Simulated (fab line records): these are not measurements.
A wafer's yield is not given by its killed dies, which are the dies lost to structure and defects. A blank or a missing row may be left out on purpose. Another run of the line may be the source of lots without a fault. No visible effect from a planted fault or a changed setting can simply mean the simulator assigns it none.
The tool behind it: which one? / flow sky130 / 6 lots, 18 wafers sampled, at 1 step of a route of 708

## WHAT THE GAUGES READ, wafer by wafer
SKY_METAL4_OVL_MEAS_14.
lot=L411; measured=day 44 11:49; on=overlay-01; METAL4_OVL (nm)=2 -4 -8
lot=L413; measured=day 44 18:40; on=overlay-01; METAL4_OVL (nm)=3 -3 6
lot=L419; measured=day 46 12:22; on=overlay-02; METAL4_OVL (nm)=2 -1 -5
lot=L422; measured=day 46 20:01; on=overlay-01; METAL4_OVL (nm)=-7 -1 5
lot=L426; measured=day 47 15:16; on=overlay-01; METAL4_OVL (nm)=8 -1 7
lot=L429; measured=day 48 12:50; on=overlay-01; METAL4_OVL (nm)=5 -7 6

## TOOL THAT RAN EACH LOT (tool first, then ch and the chambers of the sampled wafers, then the start)
The record holds no process step before these readings.

## THE ANSWER, worked out from the rows above alone
Rule: what is usual is taken from the lots themselves. The widest of any qualifying gaps counts: lots, ordered by their means at a reading, are off when they make up no more than a third of the lots, leave a main group of 4 or more, and stand apart from it by 3 or more times the standard deviation of that group's means. Not used: any main group whose means are identical at the precision the tables above print for the reading. Also off: a lot with no number at a reading for which 4 or more lots have one. Any other lot the step has rows for is counted as sound.
Across all readings shown, no lot is off: no conclusion can be drawn from this.

## WHAT THE SIMULATOR HAD INSERTED
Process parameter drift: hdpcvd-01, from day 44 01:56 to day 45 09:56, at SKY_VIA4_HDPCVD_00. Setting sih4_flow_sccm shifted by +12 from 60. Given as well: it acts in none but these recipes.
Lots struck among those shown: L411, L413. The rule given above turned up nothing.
